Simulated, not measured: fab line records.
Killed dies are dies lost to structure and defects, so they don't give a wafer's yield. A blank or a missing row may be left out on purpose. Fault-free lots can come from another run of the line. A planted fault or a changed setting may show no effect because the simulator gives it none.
Matching of chambers	flow sky130	SKY_CONTACT_CMP_27 on cmp-02: 4 sister chambers
The step polishes, stops on SiO2, t overpolish 15 s, target thk 0 nm. 8 wafers are shown with their chamber, then 8 later ones without.

## WAFERS WITH THEIR CHAMBER
wafer	chamber	motor current A (A)	time to endpoint s (s)
L277.1	3	10.4	77
L277.6	3	10.4	76
L278.5	1	9.3	79
L278.6	0	11.6	81
L282.1	2	12.7	77
L282.2	0	11.8	78
L282.5	2	13.2	77
L293.2	1	9.5	78

## WAFERS WHOSE CHAMBER IS MISSING
wafer	motor current A (A)	time to endpoint s (s)
L293.4	9.9	77
L293.6	10.2	74
L294.1	11.5	81
L294.4	9.8	79
L294.6	12.8	82
L298.2	10.8	80
L298.3	12.0	80
L298.6	8.8	78

## WHICH CHAMBER EACH WENT THROUGH
wafer	from the rows above	in truth
L293.4	can't be placed: 3 or 1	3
L293.6	3	3
L294.1	0	0
L294.4	can't be placed: 1 or 3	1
L294.6	can't be placed: 2 or 0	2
L298.2	can't be placed: 3 or 0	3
L298.3	0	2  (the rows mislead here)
L298.6	1	1
3 of 8 placed correctly. Can't be placed from these rows: 4 (the true chamber is among the candidates in 4). Number placed wrongly: 1.
How it was worked out, from the rows above alone: a wafer's distance from a chamber is the root of the sum, over the readings, of the square of ((its reading less the chamber's mean) divided by the reading's scatter). If the next closest chamber is less than 2 further off than the closest, the wafer can't be placed; otherwise it belongs to the closest. The mean given for a chamber averages the wafers shown for that chamber. The scatter: take each reading less its chamber's mean, square it, sum over the shown wafers, divide by the number of wafers less the number of chambers, and take the root.
